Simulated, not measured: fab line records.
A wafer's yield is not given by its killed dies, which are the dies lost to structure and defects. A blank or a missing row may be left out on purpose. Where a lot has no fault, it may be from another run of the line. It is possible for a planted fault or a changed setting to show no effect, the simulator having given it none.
The tool behind it: which one? -- flow sky130 -- 11 lots, 33 wafers sampled, at 2 steps of a route of 708

== WHAT EACH GAUGE READ, for each wafer ==
SKY_CAP2M_RS_MEAS_03: a four-point-probe measurement. Usual: for CAP2M_TIN_RS the level is 6.89 ohm/sq and the standard deviation is 0.087.
lot,measured,on,CAP2M_TIN_RS (ohm/sq),flag
L692,day 40 16:48,filmMetro-01,6.95 6.99 7.09,
L693,day 41 03:19,filmMetro-02,6.91 6.87 6.81,
L694,day 41 12:47,filmMetro-03,6.87 6.72 6.83,
L696,day 41 21:04,filmMetro-01,6.91 6.93 6.77,
L698,day 42 14:50,filmMetro-03,6.88 6.84 6.91,
L701,day 45 00:31,filmMetro-03,6.87 6.85 6.94,
L703,day 45 02:18,filmMetro-01,6.95 6.90 6.92,
L706,day 45 07:31,filmMetro-01,6.84 6.86 6.90,
L709,day 45 13:50,filmMetro-03,6.94 6.87 6.96,
L710,day 46 00:10,filmMetro-01,6.91 6.87 6.95,
L711,day 46 04:37,filmMetro-03,7.00 6.99 7.06,

== EACH LOT AND THE TOOL THAT RAN IT (in order: tool; ch and the chambers of the sampled wafers; start) ==
lot,SKY_METAL4_SPUTTER_02
L692,"pvdSputter-01, day 40 16:26"
L693,"pvdSputter-01, day 41 03:00"
L694,"pvdSputter-04, day 41 12:29"
L696,"pvdSputter-03, day 41 20:47"
L698,"pvdSputter-01, day 42 14:32"
L701,"pvdSputter-01, day 45 00:11"
L703,"pvdSputter-01, day 45 01:59"
L706,"pvdSputter-01, day 45 07:13"
L709,"pvdSputter-03, day 45 13:32"
L710,"pvdSputter-04, day 45 23:53"
L711,"pvdSputter-03, day 46 04:15"
- SKY_METAL4_SPUTTER_02: material AlCu, target thk 735 nm, time 39.1 s.

== WHAT THE TOOLS THEMSELVES READ (means of the sampled wafers that have a number; where no wafer has one, the mark that the record gives instead) ==
SKY_METAL4_SPUTTER_02. Usual: throttleValvePct reads 29.5 % (standard deviation 1).
lot,tool,throttleValvePct (%),flag
L692,pvdSputter-01,29.1,
L693,pvdSputter-01,29.4,
L694,pvdSputter-04,29.7,
L696,pvdSputter-03,29.0,
L698,pvdSputter-01,29.1,
L701,pvdSputter-01,28.8,
L703,pvdSputter-01,28.5,
L706,pvdSputter-01,29.2,
L709,pvdSputter-03,28.8,
L710,pvdSputter-04,29.6,
L711,pvdSputter-03,30.4,

== THE ANSWER, worked out from the rows above alone ==
Rule: a lot is off if the mean of its wafers that have a number lies more than 3 standard deviations from the usual mean. A lot without any number at a reading at which 4 lots or more have one is off too. Any other lot the step has rows for is counted as sound. After the gauges, taken in route order, come the tools' own readings; for these a lot's mean is taken, as printed above. At the first step where some lot is off, the reading lying furthest off is the one used; lots without a number count as furthest.
No lot is off on any of the readings shown, so nothing can be concluded from this.

== WHAT THE SIMULATOR HAD PUT IN ==
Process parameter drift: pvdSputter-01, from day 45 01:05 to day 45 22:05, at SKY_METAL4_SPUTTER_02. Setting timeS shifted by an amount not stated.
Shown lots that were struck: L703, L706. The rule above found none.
